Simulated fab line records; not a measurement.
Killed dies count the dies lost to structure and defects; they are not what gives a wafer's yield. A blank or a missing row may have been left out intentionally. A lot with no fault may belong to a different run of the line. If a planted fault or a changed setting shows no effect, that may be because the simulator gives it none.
Which tool did it? :: flow gf180mcu :: Sampling: 12 lots, 36 wafers, 4 of 602 route steps

== WHAT THE GAUGES SHOWED, per wafer ==
GF_STI_THK_MEAS_22.
lot: L458
measured: day 2 05:29
on: filmMetro-01
STI_OXIDATION_01_THK (nm): 14.59 14.85 14.90

lot: L459
measured: day 2 09:09
on: filmMetro-02
STI_OXIDATION_01_THK (nm): 15.02 14.85 15.06

lot: L460
measured: day 2 14:25
on: filmMetro-02
STI_OXIDATION_01_THK (nm): 14.82 14.99 14.99

lot: L461
measured: day 2 18:39
on: filmMetro-02
STI_OXIDATION_01_THK (nm): 14.69 15.07 14.82

lot: L462
measured: day 3 02:19
on: filmMetro-03
STI_OXIDATION_01_THK (nm): 14.68 14.94 14.66

lot: L463
measured: day 3 08:00
on: filmMetro-01
STI_OXIDATION_01_THK (nm): 14.66 14.69 14.81

lot: L464
measured: day 3 12:35
on: filmMetro-02
STI_OXIDATION_01_THK (nm): 14.84 15.04 15.09

lot: L465
measured: day 3 18:34
on: filmMetro-02
STI_OXIDATION_01_THK (nm): 14.99 14.89 15.11

lot: L466
measured: day 3 22:59
on: filmMetro-03
STI_OXIDATION_01_THK (nm): 14.67 14.77 14.49

lot: L468
measured: day 4 09:33
on: filmMetro-03
STI_OXIDATION_01_THK (nm): 14.89 15.07 15.04

lot: L474
measured: day 5 14:10
on: filmMetro-02
STI_OXIDATION_01_THK (nm): 15.19 15.03 15.08

lot: L476
measured: day 6 00:18
on: filmMetro-03
STI_OXIDATION_01_THK (nm): 14.40 14.61 14.61

GF_DUAL_GATE_THK_MEAS_03.
lot: L458
measured: day 7 19:19
on: filmMetro-02
DUAL_GATE_OXIDATION_00_THK (nm): 10.67 10.80 10.89

lot: L459
measured: day 8 02:20
on: filmMetro-03
DUAL_GATE_OXIDATION_00_THK (nm): 10.87 11.07 11.04

lot: L460
measured: day 8 07:28
on: filmMetro-03
DUAL_GATE_OXIDATION_00_THK (nm): 10.79 10.91 10.73

lot: L461
measured: day 8 15:19
on: filmMetro-02
DUAL_GATE_OXIDATION_00_THK (nm): 10.84 10.92 11.00

lot: L462
measured: day 9 00:20
on: filmMetro-03
DUAL_GATE_OXIDATION_00_THK (nm): 11.15 11.17 11.12

lot: L463
measured: day 9 12:31
on: filmMetro-03
DUAL_GATE_OXIDATION_00_THK (nm): 10.58 10.75 10.57

lot: L464
measured: day 9 16:20
on: filmMetro-03
DUAL_GATE_OXIDATION_00_THK (nm): 11.27 11.21 11.25

lot: L465
measured: day 9 22:38
on: filmMetro-01
DUAL_GATE_OXIDATION_00_THK (nm): 10.92 10.93 10.81

lot: L466
measured: day 10 02:52
on: filmMetro-01
DUAL_GATE_OXIDATION_00_THK (nm): 10.92 10.69 10.89

lot: L468
measured: day 10 19:03
on: filmMetro-03
DUAL_GATE_OXIDATION_00_THK (nm): 10.93 10.84 10.96

lot: L474
measured: day 12 05:31
on: filmMetro-01
DUAL_GATE_OXIDATION_00_THK (nm): 10.04 10.23 10.06

lot: L476
measured: day 12 20:32
on: filmMetro-01
DUAL_GATE_OXIDATION_00_THK (nm): 10.36 10.47 10.43

GF_POLY_GATE_CD_MEAS_18.
lot: L458
measured: day 9 09:35
on: cdSem-02
cdNm (nm): 279.7 279.8 278.2

lot: L459
measured: day 9 17:22
on: cdSem-02
cdNm (nm): 278.1 279.6 278.6

lot: L460
measured: day 9 22:25
on: cdSem-01
cdNm (nm): 282.1 283.3 280.5

lot: L461
measured: day 10 09:22
on: cdSem-02
cdNm (nm): 281.7 279.9 279.5

lot: L462
measured: day 10 16:31
on: cdSem-02
cdNm (nm): 280.5 280.6 281.2

lot: L463
measured: day 11 08:34
on: cdSem-01
cdNm (nm): 279.7 279.0 279.9

lot: L464
measured: day 11 11:44
on: cdSem-02
cdNm (nm): 279.4 279.7 279.3

lot: L465
measured: day 11 18:02
on: cdSem-02
cdNm (nm): 276.1 278.9 278.3

lot: L466
measured: day 11 21:11
on: cdSem-02
cdNm (nm): 278.9 280.7 280.0

lot: L468
measured: day 12 13:28
on: cdSem-01
cdNm (nm): 279.5 279.1 279.9

lot: L474
measured: day 14 04:14
on: cdSem-01
cdNm (nm): 278.4 276.6 278.6

lot: L476
measured: day 14 17:53
on: cdSem-02
cdNm (nm): 277.1 279.1 277.3

== WHAT TOOL EACH LOT RAN ON (gives the tool, then ch and the chambers of the sampled wafers, and finally the start) ==
lot: L458
GF_DUAL_GATE_OXIDATION_02: furnace-01 ch 0, day 7 17:53

lot: L459
GF_DUAL_GATE_OXIDATION_02: furnace-02 ch 0, day 8 00:53

lot: L460
GF_DUAL_GATE_OXIDATION_02: furnace-02 ch 0, day 8 05:59

lot: L461
GF_DUAL_GATE_OXIDATION_02: furnace-01 ch 0, day 8 13:51

lot: L462
GF_DUAL_GATE_OXIDATION_02: furnace-02 ch 0, day 8 22:53

lot: L463
GF_DUAL_GATE_OXIDATION_02: furnace-02 ch 0, day 9 11:04

lot: L464
GF_DUAL_GATE_OXIDATION_02: furnace-02 ch 0, day 9 14:52

lot: L465
GF_DUAL_GATE_OXIDATION_02: furnace-01 ch 0, day 9 21:11

lot: L466
GF_DUAL_GATE_OXIDATION_02: furnace-01 ch 0, day 10 01:25

lot: L468
GF_DUAL_GATE_OXIDATION_02: furnace-01 ch 0, day 10 17:35

lot: L474
GF_DUAL_GATE_OXIDATION_02: furnace-02 ch 0, day 12 04:04

lot: L476
GF_DUAL_GATE_OXIDATION_02: furnace-02 ch 0, day 12 19:06
- GF_DUAL_GATE_OXIDATION_02: stabilise 600 s, purge 300 s, target thk 10.887 nm.

== WHAT THE TOOLS THEMSELVES READ (means of the sampled wafers that have a number; where no wafer has one, the mark that the record gives instead) ==
GF_DUAL_GATE_OXIDATION_02.
lot: L458
tool: furnace-01
zonePowerBottomPct (%): 27.6

lot: L459
tool: furnace-02
zonePowerBottomPct (%): 25.1

lot: L460
tool: furnace-02
zonePowerBottomPct (%): 25.2

lot: L461
tool: furnace-01
zonePowerBottomPct (%): 27.7

lot: L462
tool: furnace-02
zonePowerBottomPct (%): 25.1

lot: L463
tool: furnace-02
zonePowerBottomPct (%): 25.1

lot: L464
tool: furnace-02
zonePowerBottomPct (%): 24.8

lot: L465
tool: furnace-01
zonePowerBottomPct (%): 27.3

lot: L466
tool: furnace-01
zonePowerBottomPct (%): 27.6

lot: L468
tool: furnace-01
zonePowerBottomPct (%): 27.6

lot: L474
tool: furnace-02
zonePowerBottomPct (%): 24.9

lot: L476
tool: furnace-02
zonePowerBottomPct (%): 25.4

== THE ANSWER, worked out from the rows above alone ==
Rule: the lots themselves supply what counts as usual. The widest of any qualifying gaps counts: lots, ordered by their means at a reading, are off when they make up no more than a third of the lots, leave a main group of 4 or more, and stand apart from it by 3 or more times the standard deviation of that group's means. The tables above print the reading to a certain number of digits; a main group whose means all agree to those digits is not used. Also off: a lot with no number at a reading for which 4 or more lots have one. All remaining lots with rows at the step are treated as sound. First the gauges in route order, then the tools' own readings, where a lot's mean is used as printed above. The first step at which some lot is off is used, and at that step the reading that is off furthest; a lot without a number counts as furthest.
None of the lots is off at any reading shown; this tells nothing.

== WHAT THE SIMULATOR HAD INSERTED ==
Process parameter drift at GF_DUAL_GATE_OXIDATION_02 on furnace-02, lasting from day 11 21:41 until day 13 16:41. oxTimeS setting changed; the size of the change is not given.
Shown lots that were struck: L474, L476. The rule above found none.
